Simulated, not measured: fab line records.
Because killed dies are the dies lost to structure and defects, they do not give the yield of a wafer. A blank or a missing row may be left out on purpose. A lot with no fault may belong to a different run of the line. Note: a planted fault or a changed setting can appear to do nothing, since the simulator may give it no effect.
fab line records    flow sky130
record: lots: 5  wafers: 23
route steps=708 shown SD_N@353 SD_P@359 LI_CONTACT@376 LOCAL_INTERCONNECT@395 CONTACT@408 METAL1@434
start_h: the number of hours between the record's first day and the start of the first shown wafer of the lot    wait_h: time in hours since the lot's previous step    " as in the row above    L1.1+2: a row that stands for several wafers    - no value, or no start was given    * or withheld: withheld    < > ~ a bound
route shown NAME@n: a module of which the file shows steps, and the number in the route of the first    usual: mean and standard deviation over wafers with no fault    same: alike in all rows    chamber/n: place in a boat    sites: readings site by site    _std_site: standard deviation across them    _edge_site: inner sites' mean taken away from outer sites' mean    radius_mm: for every site, how far away it sits from the centre of the wafer    mask NAME#n: copy n    behind: the most recent tool/chamber to have shaped the wafer    hold: reason for holding the lot/hours on hold/outcome of the hold    device: transistor that didn't switch, given as n, p or np    end of line: at the end of the route, the tests of the same wafers    a step given without rows: its recipe and nothing more    killed: the dies lost at the first sort to structure and to defects; this is not the yield of the wafer    map: a wafer's dies, marking killed ones x, the rest . and places with no die _
set.NAME: the run value of the setting; set.NAME@STEP: its run value at that earlier step    model.NAME: the simulator's own value behind a step, which no gauge read
one table per step and one row per wafer, for lots whose settings were changed on purpose
== steps ==
step: SKY_SD_N_STRIP_11
recipe: chemistry: O2/N2  power_w: 1400  pressure_mtorr: 1500  platen_temp_c: withheld  o2_flow_sccm: 3000  n2_flow_sccm: 300  overash_fraction: 0.5
usual: oes_product_au: 0.528/0.0043  strip_time_to_endpoint_s: 22.56/0.034
lot.wafer  tool             chamber  start_h  wait_h  set.power_w  oes_product_au  strip_time_to_endpoint_s
L074.1     plasma_asher-01  1        628.87   0.1     1400         0.528           22.57
L074.3     "                0        "        "       1246         0.499           24.88
L074.4     "                1        "        "       1246         0.502           24.84
L074.5     "                1        "        "       1246         0.502           24.80
L074.6     "                0        "        "       1400         0.525           22.60
L080.1     plasma_asher-01  1        691.59   0.1     1400         0.527           22.56
L080.2     "                0        "        "       1400         0.528           22.58
L080.3     "                0        "        "       1400         0.534           22.54
L080.4     "                1        "        "       1400         0.530           22.55
L080.5     "                1        "        "       1400         0.523           22.52
L081.1     plasma_asher-01  0        699.49   0.1     1400         0.529           22.56
L081.3     "                0        "        "       1400         0.528           22.59
L081.6     "                1        "        "       1400         0.532           22.55
L083.1     plasma_asher-01  1        722.32   0.1     1265         0.503           24.53
L083.2     "                0        "        "       1265         0.506           24.49
L083.3     "                1        "        "       1400         0.524           22.63
L083.4     "                0        "        "       1265         0.510           24.51
L083.6     "                0        "        "       1400         0.530           22.57
L085.1     plasma_asher-02  1        737.49   0.1     1400         0.528           22.56
L085.2     "                0        "        "       1400         0.537           22.53
L085.3     "                0        "        "       1400         0.519           22.54
L085.4     "                1        "        "       1400         0.533           22.58
L085.5     "                0        "        "       1400         0.527           22.54
step: SKY_SD_N_CLEAN_13
recipe: chemistry: SC1/SC2  mix: 1:4:20  temp_c: 70  time_s: 150  dry: n2_spin
step: SKY_SD_N_RS_MEAS_17
recipe: thk_meas_gauge: four-point-probe
usual: SD_P_RS: 146.9/0.34
lot.wafer  tool           chamber  start_h  wait_h  set.energy_kev@SD_P_IMPLANT_09  SD_P_RS[ohm/sq]
L074.1     film_metro-04  -        629.38   0.1     20                              147.1
L074.3     "              -        "        "       20                              146.6
L074.4     "              -        "        "       20                              147.0
L074.5     "              -        "        "       20                              146.3
L074.6     "              -        "        "       20                              146.9
L080.1     film_metro-04  -        692.10   0.1     20                              146.6
L080.2     "              -        "        "       20.88                           144.2
L080.3     "              -        "        "       20                              147.3
L080.4     "              -        "        "       20.88                           143.8
L080.5     "              -        "        "       20.88                           144.2
L081.1     film_metro-03  -        699.99   0.1     20                              146.8
L081.3     "              -        "        "       20                              147.2
L081.6     "              -        "        "       20                              146.9
L083.1     film_metro-01  -        722.91   0.1     20                              147.0
L083.2     "              -        "        "       20                              147.4
L083.3     "              -        "        "       19.12                           150.5
L083.4     "              -        "        "       19.12                           150.6
L083.6     "              -        "        "       19.12                           150.6
L085.1     film_metro-04  -        737.99   0.1     19.63                           148.5
L085.2     "              -        "        "       20                              147.3
L085.3     "              -        "        "       20                              147.0
L085.4     "              -        "        "       19.63                           148.2
L085.5     "              -        "        "       19.63                           148.7
step: SKY_LI_CONTACT_ETCH_14
recipe: chemistry: N2/H2  target: BARC  ion_energy_ev: 200  source_w: 500  bias_w: 100  pressure_mtorr: 30  n2_flow_sccm: 100  h2_flow_sccm: 200  stop_on: SiO2  time_s: 45.9  target_depth_a: 600
usual: oes_product_au: 0.854/0.0044
lot.wafer  tool         chamber  start_h  wait_h  set.time_s  oes_product_au  model.KrF-thick_of_LI_CONTACT_COAT_07.thk_nm
L074.1     rie_diel-01  2        659.74   0.0     40.25       0.910           394.4
L074.3     "            3        "        "       45.9        0.849           390.9
L074.4     "            1        "        "       45.9        0.862           389.9
L074.5     "            3        "        "       40.25       0.914           395.7
L074.6     "            2        "        "       45.9        0.853           388.8
L080.1     rie_diel-03  1        721.90   0.0     45.9        0.855           391.2
L080.2     "            0        "        "       45.9        0.869           393.3
L080.3     "            3        "        "       45.9        0.873           390.9
L080.4     "            2        "        "       45.9        0.860           390.4
L080.5     "            2        "        "       45.9        0.854           390.3
L081.1     rie_diel-02  0        728.99   0.0     45.9        0.851           394.7
L081.3     "            3        "        "       45.9        0.860           394.8
L081.6     "            1        "        "       45.9        0.858           393.6
L083.1     rie_diel-01  0        751.69   0.0     48.27       0.851           389.9
L083.2     "            3        "        "       45.9        0.856           389.9
L083.3     "            2        "        "       48.27       0.846           388.8
L083.4     "            1        "        "       48.27       0.857           389.1
L083.6     "            0        "        "       45.9        0.870           391.1
L085.1     rie_diel-01  0        765.75   0.0     52.21       0.825           386.1
L085.2     "            1        "        "       52.21       0.834           386.2
L085.3     "            0        "        "       45.9        0.858           391.9
L085.4     "            1        "        "       45.9        0.858           392.6
L085.5     "            0        "        "       45.9        0.848           391.5
step: SKY_LI_CONTACT_CVD_21
recipe: material: W  target_thk_nm: 400  time_s: 120.56  temp_c: 400  pressure_torr: 40
lot.wafer  tool      chamber  start_h  wait_h  set.temp_c  model.W_of_LI_CONTACT_CVD_21.thk_nm
L074.1     cvd_w-01  0        660.50   0.0     393.3       358.7
L074.3     "         0        "        "       393.3       353.8
L074.4     "         1        "        "       400         401.2
L074.5     "         0        "        "       400         401.8
L074.6     "         1        "        "       393.3       360.8
L080.1     cvd_w-01  0        722.49   0.0     393.1       355.3
L080.2     "         1        "        "       400         404.6
L080.3     "         1        "        "       393.1       359
L080.4     "         0        "        "       393.1       357.4
L080.5     "         1        "        "       400         406.2
L081.1     cvd_w-02  0        729.55   0.0     400         397.6
L081.3     "         0        "        "       400         396.5
L081.6     "         0        "        "       400         397.5
L083.1     cvd_w-02  1        752.25   0.0     400         404.3
L083.2     "         0        "        "       411.9       492.1
L083.3     "         0        "        "       411.9       491.5
L083.4     "         1        "        "       400         403.6
L083.6     "         0        "        "       411.9       490.8
L085.1     cvd_w-02  0        766.37   0.0     392         344.3
L085.2     "         1        "        "       392         350.3
L085.3     "         1        "        "       400         401.8
L085.4     "         0        "        "       392         344.9
L085.5     "         0        "        "       400         397.8
step: SKY_LI_CONTACT_RS_MEAS_22
recipe: thk_meas_gauge: four-point-probe  reads: W_of_LI_CONTACT_CVD_21+TiN_of_LI_CONTACT_SPUTTER_20+Ti_of_LI_CONTACT_SPUTTER_19
usual: LI_CONTACT_W_RS: 0.2834/0.0025
lot.wafer  tool           chamber  start_h  wait_h  set.temp_c@LI_CONTACT_CVD_21  LI_CONTACT_W_RS[ohm/sq]
L074.1     film_metro-03  -        660.63   0.1     393.3                         0.3176
L074.3     "              -        "        "       393.3                         0.3217
L074.4     "              -        "        "       400                           0.2838
L074.5     "              -        "        "       400                           0.2831
L074.6     "              -        "        "       393.3                         0.3151
L080.1     film_metro-04  -        722.62   0.1     393.1                         0.3207
L080.2     "              -        "        "       400                           0.2813
L080.3     "              -        "        "       393.1                         0.3172
L080.4     "              -        "        "       393.1                         0.3192
L080.5     "              -        "        "       400                           0.2803
L081.1     film_metro-04  -        729.80   0.2     400                           0.2866
L081.3     "              -        "        "       400                           0.2865
L081.6     "              -        "        "       400                           0.2866
L083.1     film_metro-04  -        752.37   0.1     400                           0.2814
L083.2     "              -        "        "       411.9                         0.2311
L083.3     "              -        "        "       411.9                         0.2313
L083.4     "              -        "        "       400                           0.2820
L083.6     "              -        "        "       411.9                         0.2319
L085.1     film_metro-01  -        766.50   0.1     392                           0.3308
L085.2     "              -        "        "       392                           0.3256
L085.3     "              -        "        "       400                           0.2838
L085.4     "              -        "        "       392                           0.3304
L085.5     "              -        "        "       400                           0.2867
step: SKY_LI_CONTACT_THK_MEAS_23
recipe: thk_meas_gauge: xrf  reads: W_of_LI_CONTACT_CVD_21
usual: LI_CONTACT_W_THK: 400/5.1
lot.wafer  tool           chamber  start_h  wait_h  set.temp_c@LI_CONTACT_CVD_21  LI_CONTACT_W_THK[nm]
L074.1     film_metro-03  -        660.75   0.1     393.3                         358
L074.3     "              -        "        "       393.3                         356
L074.4     "              -        "        "       400                           401
L074.5     "              -        "        "       400                           401
L074.6     "              -        "        "       393.3                         361
L080.1     film_metro-04  -        722.74   0.1     393.1                         351
L080.2     "              -        "        "       400                           401
L080.3     "              -        "        "       393.1                         358
L080.4     "              -        "        "       393.1                         355
L080.5     "              -        "        "       400                           406
L081.1     film_metro-04  -        729.92   0.1     400                           393
L081.3     "              -        "        "       400                           392
L081.6     "              -        "        "       400                           396
L083.1     film_metro-04  -        752.49   0.1     400                           405
L083.2     "              -        "        "       411.9                         498
L083.3     "              -        "        "       411.9                         493
L083.4     "              -        "        "       400                           406
L083.6     "              -        "        "       411.9                         495
L085.1     film_metro-01  -        766.62   0.1     392                           342
L085.2     "              -        "        "       392                           349
L085.3     "              -        "        "       400                           400
L085.4     "              -        "        "       392                           343
L085.5     "              -        "        "       400                           395
step: SKY_LI_CONTACT_CMP_24
recipe: stop_on: PSG  t_overpolish_s: 20  down_force_psi: 3.5  platen_rpm: 60  target_thk_nm: 0  pad_velocity_m_s: 0.94248
usual: time_to_endpoint_s: 97/3.5
lot.wafer  tool    chamber  start_h  wait_h  set.platen_rpm  set.temp_c@LI_CONTACT_CVD_21  time_to_endpoint_s
L074.3     cmp-01  1        660.81   0.0     62.12           393.3                         86
L074.1     "       2        "        "       60              393.3                         89
L074.4     "       3        "        "       62.12           400                           91
L074.5     "       1        "        "       60              400                           97
L074.6     "       2        "        "       60              393.3                         90
L080.2     cmp-01  1        722.80   0.0     60              400                           99
L080.4     "       2        "        "       60              393.1                         86
L080.3     "       3        "        "       57.29           393.1                         88
L080.1     "       0        "        "       57.29           393.1                         94
L080.5     "       1        "        "       57.29           400                           96
L081.3     cmp-01  3        730.03   0.1     60              400                           94
L081.1     "       0        "        "       60              400                           95
L081.6     "       3        "        "       60              400                           94
L083.4     cmp-01  2        752.83   0.3     64.33           400                           94
L083.3     "       3        "        "       60              411.9                         117
L083.2     "       0        "        "       60              411.9                         123
L083.1     "       1        "        "       60              400                           100
L083.6     "       2        "        "       64.33           411.9                         115
L085.3     cmp-02  1        766.68   0.0     60              400                           89
L085.2     "       2        "        "       62.09           392                           82
L085.4     "       3        "        "       62.09           392                           78
L085.1     "       0        "        "       60              392                           77
L085.5     "       2        "        "       62.09           400                           92
step: SKY_LOCAL_INTERCONNECT_EXPOSE_08
recipe: mask_id: LI1M  na: 0.8  source_shape: annular  sigma_inner: 0.55  sigma_outer: 0.85  target_cd_nm: 170  dose_mj: 28
lot.wafer       tool            chamber  start_h  wait_h  mask    set.dose_mj
L074.1+6        krf_scanner-02  0        -        -       LI1M#0  27.15
L074.3+4+5      "               0        "        "       LI1M#0  28
L080.1+2+3+4+5  krf_scanner-02  0        -        -       LI1M#0  28
L081.1+3+6      krf_scanner-01  0        -        -       LI1M#0  28
L083.1+2+3+4+6  krf_scanner-02  0        -        -       LI1M#0  28
L085.1+5        krf_scanner-02  0        -        -       LI1M#0  27.1
L085.2+3+4      "               0        "        "       LI1M#0  28
step: SKY_LOCAL_INTERCONNECT_PEB_09
recipe: peb_temp_c: withheld  peb_time_s: withheld  resist: KrF-thick
step: SKY_LOCAL_INTERCONNECT_DEVELOP_10
recipe: develop_time_s: 60  resist: KrF-thick  dev_temp_c: 21
step: SKY_LOCAL_INTERCONNECT_CD_MEAS_11
recipe: target_cd_nm: 170
usual: cd_nm: 170.6/1.4
lot.wafer  tool       chamber  start_h  wait_h  set.dose_mj@LOCAL_INTERCONNECT_EXPOSE_08  cd_nm
L074.1     cd_sem-02  -        690.52   -       27.15                                     174.4
L074.3     "          -        "        "       28                                        168.3
L074.4     "          -        "        "       28                                        168.2
L074.5     "          -        "        "       28                                        168.2
L074.6     "          -        "        "       27.15                                     174.3
L080.1     cd_sem-01  -        750.75   -       28                                        173.0
L080.2     "          -        "        "       28                                        173.5
L080.3     "          -        "        "       28                                        173.1
L080.4     "          -        "        "       28                                        172.0
L080.5     "          -        "        "       28                                        171.4
L081.1     cd_sem-02  -        758.12   -       28                                        173.0
L081.3     "          -        "        "       28                                        171.5
L081.6     "          -        "        "       28                                        170.8
L083.1     cd_sem-02  -        780.72   -       28                                        171.1
L083.2     "          -        "        "       28                                        171.8
L083.3     "          -        "        "       28                                        170.9
L083.4     "          -        "        "       28                                        169.3
L083.6     "          -        "        "       28                                        170.1
L085.1     cd_sem-01  -        793.07   -       27.1                                      177.2
L085.2     "          -        "        "       28                                        170.9
L085.3     "          -        "        "       28                                        170.7
L085.4     "          -        "        "       28                                        172.0
L085.5     "          -        "        "       27.1                                      177.3
step: SKY_LOCAL_INTERCONNECT_ETCH_13
recipe: chemistry: N2/H2  target: BARC  ion_energy_ev: 200  bias_w: 100  pressure_mtorr: 30  n2_flow_sccm: 100  h2_flow_sccm: 200  icp_w: 500  stop_on: SiO2  time_s: 45.9  target_depth_a: 600
lot.wafer  tool          chamber  start_h  wait_h  set.dose_mj@LOCAL_INTERCONNECT_EXPOSE_08  model.LOCAL_INTERCONNECT.cd_nm
L074.1     rie_metal-02  1        690.67   0.0     27.15                                     174.8
L074.3     "             1        "        "       28                                        168.7
L074.4     "             0        "        "       28                                        167.5
L074.5     "             1        "        "       28                                        168.4
L074.6     "             0        "        "       27.15                                     173.6
L080.1     rie_metal-02  1        750.90   0.0     28                                        173.5
L080.2+3   "             0        "        "       28                                        172.5
L080.4     "             1        "        "       28                                        172.6
L080.5     "             1        "        "       28                                        170.6
L081.1     rie_metal-02  1        758.27   0.0     28                                        172.2
L081.3     "             0        "        "       28                                        170.6
L081.6     "             0        "        "       28                                        170.5
L083.1     rie_metal-03  1        780.87   0.0     28                                        171.6
L083.2     "             0        "        "       28                                        171.2
L083.3     "             0        "        "       28                                        170.5
L083.4     "             1        "        "       28                                        170.3
L083.6     "             1        "        "       28                                        171.1
L085.1     rie_metal-03  1        793.22   0.0     27.1                                      178.2
L085.2     "             0        "        "       28                                        170
L085.3     "             1        "        "       28                                        171.2
L085.4     "             0        "        "       28                                        171.4
L085.5     "             1        "        "       27.1                                      178.1
step: SKY_CONTACT_HDPCVD_02
recipe: material: SiO2  target_thk_nm: 565  sigma_open_frac: 0.3  time_s: 94.2  temp_c: 600  sih4_flow_sccm: 60  pressure_mtorr: 6
lot.wafer  tool       chamber  start_h  wait_h  set.time_s  model.SiO2_of_CONTACT_HDPCVD_02.thk_nm
L074.1     hdpcvd-02  2        691.47   0.1     84.56       503.3
L074.3     "          0        "        "       84.56       498.8
L074.4     "          0        "        "       94.2        558.2
L074.5     "          1        "        "       94.2        558.6
L074.6     "          2        "        "       94.2        557.9
L080.1     hdpcvd-01  2        751.74   0.1     94.2        557.9
L080.2     "          1        "        "       94.2        556.1
L080.3     "          0        "        "       94.2        551.1
L080.4     "          0        "        "       94.2        559.4
L080.5     "          2        "        "       94.2        552.1
L081.1     hdpcvd-01  0        759.09   0.1     94.2        564.7
L081.3     "          2        "        "       94.2        568.6
L081.6     "          2        "        "       94.2        569.4
L083.1     hdpcvd-01  2        781.68   0.1     80.55       488.3
L083.2     "          1        "        "       80.55       480.2
L083.3+6   "          0,1      "        "       94.2        -
L083.4     "          2        "        "       94.2        569.4
L085.1     hdpcvd-02  2        794.04   0.1     108         -
L085.2     "          0        "        "       108         644
L085.3     "          1        "        "       108         647.8
L085.4     "          0        "        "       94.2        561.7
L085.5     "          2        "        "       94.2        -
step: SKY_CONTACT_THK_MEAS_03
recipe: reads: SiO2_of_CONTACT_HDPCVD_02
usual: CONTACT_HDPCVD_THK: 563/5.2
lot.wafer  tool           chamber  start_h  wait_h  set.time_s@CONTACT_HDPCVD_02  CONTACT_HDPCVD_THK[nm]
L074.1     film_metro-02  -        691.54   0.0     84.56                         503
L074.3     "              -        "        "       84.56                         499
L074.4     "              -        "        "       94.2                          558
L074.5     "              -        "        "       94.2                          559
L074.6     "              -        "        "       94.2                          558
L080.1     film_metro-03  -        751.81   0.0     94.2                          558
L080.2     "              -        "        "       94.2                          556
L080.3     "              -        "        "       94.2                          551
L080.4     "              -        "        "       94.2                          559
L080.5     "              -        "        "       94.2                          552
L081.1     film_metro-03  -        759.16   0.0     94.2                          565
L081.3     "              -        "        "       94.2                          569
L081.6     "              -        "        "       94.2                          569
L083.1     film_metro-03  -        781.75   0.0     80.55                         488
L083.2     "              -        "        "       80.55                         481
L083.3     "              -        "        "       94.2                          569
L083.4     "              -        "        "       94.2                          569
L083.6     "              -        "        "       94.2                          566
L085.1     film_metro-03  -        794.11   0.0     108                           647
L085.2     "              -        "        "       108                           644
L085.3     "              -        "        "       108                           648
L085.4     "              -        "        "       94.2                          562
L085.5     "              -        "        "       94.2                          568
step: SKY_CONTACT_CMP_04
recipe: material: SiO2  down_force_psi: 4  platen_rpm: 60  pad_velocity_m_s: 0.94248
usual: time_to_endpoint_s: 82/3.3
lot.wafer  tool    chamber  start_h  wait_h  set.time_s@CONTACT_HDPCVD_02  time_to_endpoint_s
L074.3     cmp-02  3        691.65   0.1     84.56                         56
L074.1     "       0        "        "       84.56                         59
L074.4     "       1        "        "       94.2                          78
L074.5     "       2        "        "       94.2                          84
L074.6     "       3        "        "       94.2                          81
L080.2     cmp-01  3        751.93   0.1     94.2                          74
L080.4     "       0        "        "       94.2                          80
L080.1     "       1        "        "       94.2                          82
L080.3     "       2        "        "       94.2                          81
L080.5     "       3        "        "       94.2                          79
L081.3     cmp-01  2        759.27   0.1     94.2                          85
L081.1     "       0        "        "       94.2                          81
L081.6     "       1        "        "       94.2                          81
L083.1     cmp-02  1        782.08   0.3     80.55                         49
L083.4     "       2        "        "       94.2                          88
L083.3     "       3        "        "       94.2                          83
L083.2     "       0        "        "       80.55                         51
L083.6     "       2        "        "       94.2                          85
L085.3     cmp-02  2        794.17   0.0     108                           114
L085.4     "       3        "        "       94.2                          81
L085.2     "       0        "        "       108                           104
L085.1     "       1        "        "       108                           107
L085.5     "       3        "        "       94.2                          79
step: SKY_CONTACT_SPUTTER_23
recipe: material: TiN  target_thk_nm: 20  chamber_pressure_pa: 5  power_w: 4000  time_s: 80
lot.wafer  tool            chamber  start_h  wait_h  set.time_s  model.TiN_of_CONTACT_SPUTTER_23.thk_nm
L074.1     pvd_sputter-01  -        721.57   0.0     80          19.77
L074.3     "               -        "        "       80          20.22
L074.4     "               -        "        "       80          19.69
L074.5     "               -        "        "       80          19.92
L074.6     "               -        "        "       80          19.8
L080.1     pvd_sputter-02  -        779.90   0.0     69.98       17.57
L080.2     "               -        "        "       69.98       17.29
L080.3     "               -        "        "       80          19.78
L080.4     "               -        "        "       80          20.07
L080.5     "               -        "        "       69.98       17.5
L081.1     pvd_sputter-02  -        787.29   0.0     80          19.69
L081.3     "               -        "        "       80          19.95
L081.6     "               -        "        "       80          20
L083.1     pvd_sputter-03  -        809.73   0.0     83.17       21.03
L083.2     "               -        "        "       83.17       21.01
L083.3     "               -        "        "       80          20.27
L083.4     "               -        "        "       80          20.19
L083.6     "               -        "        "       83.17       20.86
L085.1     pvd_sputter-01  -        821.23   0.0     80          20.46
L085.2     "               -        "        "       80          20.42
L085.3     "               -        "        "       85.54       21.36
L085.4     "               -        "        "       80          19.88
L085.5     "               -        "        "       85.54       21.62
step: SKY_METAL1_SPUTTER_00
recipe: material: Ti  target_thk_nm: 15  power_w: 3000  time_s: 10  chamber_pressure_pa: 0.4
lot.wafer  tool            chamber  start_h  wait_h  set.power_w  model.Ti_of_METAL1_SPUTTER_00.thk_nm
L074.1     pvd_sputter-03  -        722.22   0.2     3000         14.68
L074.3     "               -        "        "       2878         14.05
L074.4     "               -        "        "       2878         14.02
L074.5     "               -        "        "       3000         14.7
L074.6     "               -        "        "       3000         14.59
L080.1     pvd_sputter-02  -        780.55   0.2     3000         14.96
L080.2+5   "               -        "        "       3000         15.05
L080.3     "               -        "        "       3000         15.01
L080.4     "               -        "        "       3000         15.41
L081.1     pvd_sputter-04  -        787.95   0.2     3000         14.86
L081.3     "               -        "        "       3000         14.83
L081.6     "               -        "        "       3000         14.77
L083.1     pvd_sputter-02  -        810.39   0.1     3000         14.9
L083.2     "               -        "        "       3000         14.89
L083.3     "               -        "        "       2824         14.02
L083.4     "               -        "        "       3000         15.17
L083.6     "               -        "        "       2824         14.08
L085.1     pvd_sputter-02  -        821.88   0.2     3242         16.37
L085.2     "               -        "        "       3000         15.01
L085.3     "               -        "        "       3000         14.97
L085.4     "               -        "        "       3000         15.25
L085.5     "               -        "        "       3242         16.2
step: SKY_METAL1_METAL_ETCH_19
recipe: target_depth_a: 3600  stop_on: SiO2  over_etch_frac: 0.3  time_s: 78  chemistry: Cl2/BCl3  resist_sidewall_deg: 88  pressure_mtorr: 10  icp_w: 900  bias_w: 48.5  Cl2_flow_sccm: 60  bcl3_flow_sccm: 30
lot.wafer  tool          chamber  start_h  wait_h  set.time_s  model.KrF-thick_of_METAL1_COAT_10.thk_nm
L074.1     rie_metal-02  1        749.67   0.0     86.47       131.8
L074.3     "             1        "        "       78          155.5
L074.4     "             0        "        "       86.47       132.5
L074.5     "             0        "        "       78          157.9
L074.6     "             1        "        "       78          157.1
L080.1     rie_metal-01  0        807.48   0.0     78          163.4
L080.2     "             1        "        "       73          175.5
L080.3     "             0        "        "       73          178.9
L080.4     "             1        "        "       73          174.3
L080.5     "             1        "        "       78          158.5
L081.1     rie_metal-01  0        814.72   0.0     78          159.9
L081.3     "             1        "        "       78          157
L081.6     "             0        "        "       78          161.2
L083.1     rie_metal-01  1        837.57   0.0     73.56       168.8
L083.2     "             0        "        "       78          161.9
L083.3     "             1        "        "       73.56       -
L083.4     "             0        "        "       78          161.2
L083.6     "             0        "        "       78          -
L085.1+5   rie_metal-02  1,0      849.42   0.0     78          -
L085.2     "             0        "        "       78          149.8
L085.3     "             1        "        "       78          152.6
L085.4     "             0        "        "       78          152.5
step: SKY_METAL1_STRIP_20
recipe: chemistry: O2/N2  power_w: 1400  pressure_mtorr: 1500  platen_temp_c: withheld  o2_flow_sccm: 3000  n2_flow_sccm: 300  overash_fraction: 0.5
usual: strip_time_to_endpoint_s: 2.67/0.04
lot.wafer  tool             chamber  start_h  wait_h  set.time_s@METAL1_METAL_ETCH_19  strip_time_to_endpoint_s
L074.1     plasma_asher-04  0        749.76   0.1     86.47                            2.40
L074.3     "                0        "        "       78                               2.66
L074.4     "                1        "        "       86.47                            2.40
L074.5     "                1        "        "       78                               2.68
L074.6     "                0        "        "       78                               2.68
L080.1     plasma_asher-02  1        807.57   0.1     78                               2.76
L080.2     "                0        "        "       73                               2.89
L080.3     "                1        "        "       73                               2.92
L080.4     "                0        "        "       73                               2.87
L080.5     "                0        "        "       78                               2.70
L081.1     plasma_asher-01  1        814.81   0.1     78                               2.70
L081.3     "                0        "        "       78                               2.68
L081.6     "                1        "        "       78                               2.72
L083.1     plasma_asher-04  0        837.66   0.1     73.56                            2.80
L083.2     "                1        "        "       78                               2.73
L083.3     "                0        "        "       73.56                            2.80
L083.4     "                1        "        "       78                               2.72
L083.6     "                1        "        "       78                               2.69
L085.1     plasma_asher-01  1        849.51   0.1     78                               2.57
L085.2     "                0        "        "       78                               2.61
L085.3     "                1        "        "       78                               2.64
L085.4     "                0        "        "       78                               2.62
L085.5     "                0        "        "       78                               2.58
== key ==
split: step: SKY_SD_N_STRIP_11  setting: power_w  stated: 1400  by: wafer
response: step: SKY_SD_N_STRIP_11  reading: oes_product_au  change: +0.00225  per: 1%  r: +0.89
response: step: SKY_SD_N_STRIP_11  reading: strip_time_to_endpoint_s  change: *  per: 1%  r: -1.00
split: step: SKY_LI_CONTACT_ETCH_14  setting: time_s  stated: 45.9  by: wafer
response: step: SKY_LI_CONTACT_ETCH_14  reading: oes_product_au  change: -0.00303  per: 1%  r: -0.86
response: step: SKY_LI_CONTACT_ETCH_14  reading: model.KrF-thick_of_LI_CONTACT_COAT_07.thk_nm  change: -0.411  per: 1%  r: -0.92
split: step: SKY_LI_CONTACT_CVD_21  setting: temp_c  stated: 400  by: wafer
response: step: SKY_LI_CONTACT_CVD_21  reading: model.W_of_LI_CONTACT_CVD_21.thk_nm  change: +28.1  per: 1%  r: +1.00
response: step: SKY_LI_CONTACT_RS_MEAS_22  reading: LI_CONTACT_W_RS  change: -0.0194  per: 1%  r: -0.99
response: step: SKY_LI_CONTACT_THK_MEAS_23  reading: LI_CONTACT_W_THK  change: +28.3  per: 1%  r: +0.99
response: step: SKY_LI_CONTACT_CMP_24  reading: time_to_endpoint_s  change: *  per: 1%  r: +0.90
split: step: SKY_LI_CONTACT_CMP_24  setting: platen_rpm  stated: 60  by: wafer
response none clear
split: step: SKY_LOCAL_INTERCONNECT_EXPOSE_08  setting: dose_mj  stated: 28  by: wafer
response: step: SKY_LOCAL_INTERCONNECT_CD_MEAS_11  reading: cd_nm  change: -1.94  per: 1%  r: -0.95
response: step: SKY_LOCAL_INTERCONNECT_ETCH_13  reading: model.LOCAL_INTERCONNECT.cd_nm  change: -2.12  per: 1%  r: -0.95
split: step: SKY_CONTACT_HDPCVD_02  setting: time_s  stated: 94.2  by: wafer
response: step: SKY_CONTACT_HDPCVD_02  reading: model.SiO2_of_CONTACT_HDPCVD_02.thk_nm  change: +5.74  per: 1%  r: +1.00
response: step: SKY_CONTACT_THK_MEAS_03  reading: CONTACT_HDPCVD_THK  change: +5.65  per: 1%  r: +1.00
response: step: SKY_CONTACT_CMP_04  reading: time_to_endpoint_s  change: *  per: 1%  r: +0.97
split: step: SKY_CONTACT_SPUTTER_23  setting: time_s  stated: 80  by: wafer
response: step: SKY_CONTACT_SPUTTER_23  reading: model.TiN_of_CONTACT_SPUTTER_23.thk_nm  change: +0.192  per: 1%  r: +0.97
split: step: SKY_METAL1_SPUTTER_00  setting: power_w  stated: 3000  by: wafer
response: step: SKY_METAL1_SPUTTER_00  reading: model.Ti_of_METAL1_SPUTTER_00.thk_nm  change: +0.153  per: 1%  r: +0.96
split: step: SKY_METAL1_METAL_ETCH_19  setting: time_s  stated: 78  by: wafer
response: step: SKY_METAL1_METAL_ETCH_19  reading: model.KrF-thick_of_METAL1_COAT_10.thk_nm  change: -2.2  per: 1%  r: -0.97
response: step: SKY_METAL1_STRIP_20  reading: strip_time_to_endpoint_s  change: *  per: 1%  r: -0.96
split outside_this_file step=SKY_SD_P_IMPLANT_09 setting=energy_kev
split outside_this_file: this setting was split too, and the file shows its column; the key of that split is in another file
